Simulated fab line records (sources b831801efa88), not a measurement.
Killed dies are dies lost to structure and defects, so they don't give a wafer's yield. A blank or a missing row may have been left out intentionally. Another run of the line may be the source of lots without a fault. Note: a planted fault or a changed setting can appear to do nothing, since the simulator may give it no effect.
Chamber matching + flow gf180mcu + GF_POLY_GATE_ETCH_12 on rie_diel-04: 4 sister chambers
The step etches BARC in N2/H2. 8 wafers are shown with their chamber, then 7 later ones without.

== WAFERS PAIRED WITH THEIR CHAMBERS ==
| wafer  | chamber | throttle_valve_pct (%) | oes_product_au (a.u.) |
|--------|---------|------------------------|-----------------------|
| L665.3 | 2       | 13.213                 | 0.743                 |
| L677.2 | 3       | 13.216                 | 0.733                 |
| L677.6 | 1       | 13.228                 | 0.738                 |
| L678.1 | 2       | 13.226                 | 0.727                 |
| L678.2 | 1       | 13.230                 | 0.731                 |
| L678.4 | 0       | 13.206                 | 0.726                 |
| L680.3 | 0       | 13.216                 | 0.723                 |
| L680.4 | 3       | 13.202                 | 0.739                 |

== WAFERS WITH NO CHAMBER GIVEN ==
| wafer  | throttle_valve_pct (%) | oes_product_au (a.u.) |
|--------|------------------------|-----------------------|
| L680.6 | 13.208                 | 0.742                 |
| L683.1 | 13.209                 | 0.746                 |
| L683.2 | 13.210                 | 0.736                 |
| L683.3 | 13.199                 | 0.736                 |
| L688.1 | 13.217                 | 0.733                 |
| L688.5 | 13.217                 | 0.736                 |
| L688.6 | 13.227                 | 0.738                 |

== WHICH CHAMBER EACH WENT THROUGH ==
| wafer  | from the rows above               | in truth |
|--------|-----------------------------------|----------|
| L680.6 | can't be placed: 3 or 2 or 0      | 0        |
| L683.1 | can't be placed: 3 or 2 or 1 or 0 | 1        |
| L683.2 | can't be placed: 3 or 2 or 0      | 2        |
| L683.3 | can't be placed: 3 or 0 or 2      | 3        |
| L688.1 | can't be placed: 2 or 3 or 0 or 1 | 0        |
| L688.5 | can't be placed: 2 or 3 or 1 or 0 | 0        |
| L688.6 | can't be placed: 1 or 2 or 3      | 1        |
0 of 7 placed correctly. Can't be placed from these rows: 7 (the true chamber is among the candidates in 7). Placed wrongly: 0.
How it was worked out, from the rows above alone: a wafer's distance from a chamber is the root of the sum, over the readings, of the square of ((its reading less the chamber's mean) divided by the reading's scatter). If the next closest chamber is less than 2 further off than the closest, the wafer can't be placed; otherwise it belongs to the closest. A chamber's mean is the mean of its shown wafers. How the scatter is found: for the shown wafers, subtract from each reading the mean of its chamber, square and add these, divide the total by (wafers less chambers), then take the root.
